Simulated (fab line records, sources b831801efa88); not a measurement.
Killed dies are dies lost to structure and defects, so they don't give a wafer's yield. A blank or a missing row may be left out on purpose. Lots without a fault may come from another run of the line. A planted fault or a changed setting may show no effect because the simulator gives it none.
Problem report in the 8D (eight disciplines) form, filled by code | flow gf180mcu | the parts of the form that need people (team, actions taken, sign-off) are left out

1. THE PROBLEM
CONTACT_W_RS at GF_CONTACT_RS_MEAS_25 reads a mean of 0.267 ohm/sq on 6 wafers of 2 lots; wafers without a fault read 0.380 ohm/sq with a standard deviation of 0.0045. That is -25 standard deviations from the usual mean.
The step: measures by four-point-probe.
First seen on wafer L234.3, day 19 00:30, on film_metro-01. The record holds 36 wafers of 12 lots with a number at this step. Rule for "out", or "out of limits": more than 4 standard deviations from the usual mean. The other wafers with a number count as sound.

2. WHAT IT IS AND WHAT IT IS NOT
question                    | is                           | is not
which readings at this step | CONTACT_W_RS                 | -
which lots                  | L234, L239                   | L227, L228, L230, L240, L244, L246, L247, L248, L249, L250
which wafers of those lots  | all that have a number       | -
read on which gauges        | film_metro-01, film_metro-03 | film_metro-04
when                        | from day 19 00:30            | up to then (9 sound wafers); but 21 sound wafers of L240, L244, L246, L247, L248, L249, L250 came after

3. SUSPECTS, AND WHAT RULES EACH OUT
Counting: a tool at a process step up to the reading stays a suspect if it ran every lot that is out and no sound lot after the first of them.
- the gauge at GF_CONTACT_RS_MEAS_25: ruled out. The wafers that are out were read on 2 gauges (film_metro-01, film_metro-03).
- cvd_w-02 at GF_CONTACT_CVD_24 (deposits W, target thk 300 nm, time 90.339 s): ruled out as a lasting fault. Sound lots L246, L248, L249, L250 ran on it after its first lot that is out, L234 (day 19 00:24).
Left after counting: nothing in the record.

4. THE CAUSE (what the simulator had put in)
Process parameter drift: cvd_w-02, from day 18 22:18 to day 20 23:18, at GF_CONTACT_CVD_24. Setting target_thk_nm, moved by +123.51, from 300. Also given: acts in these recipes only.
Counting ruled it out, wrongly: the rule takes a fault to strike every lot that its tool runs from its start on, and this one did not.

5. THE CHAIN OF EFFECTS, in route order
Each row: a reading whose mean over the struck wafers that have a number lies more than 3 standard deviations from the usual. Only readings for which the record gives a usual standard deviation are gone through. hours: the time from each lot's start at the first step in this table that gives one to its start at this step, as a median over the lots. sigmas: the change in usual standard deviations.
hours | step                   | reading            | usual        | on struck wafers | change | sigmas
0     | GF_CONTACT_RS_MEAS_25  | CONTACT_W_RS       | 0.380 ohm/sq | 0.267            | -0.113 | -25
0     | GF_CONTACT_THK_MEAS_26 | CONTACT_W_THK      | 299 nm       | 422              | +124   | +28
0     | GF_CONTACT_CMP_27      | time_to_endpoint_s | 74 s         | 102              | +28    | +5.6
The process steps in it:
- GF_CONTACT_CMP_27: polishes, stops on SiO2, t overpolish 15 s, target thk 0 nm.

6. WHAT WOULD HAVE CAUGHT IT SOONER
In this record the first reading out of limits at a measuring or inspecting step was taken at day 19 00:30, 2 hours after the fault began at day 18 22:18.
Of the tool readings at GF_CONTACT_CVD_24 for which the record gives a usual standard deviation, none was out on any struck wafer, so an alarm limit of 4 standard deviations on them would not have fired.
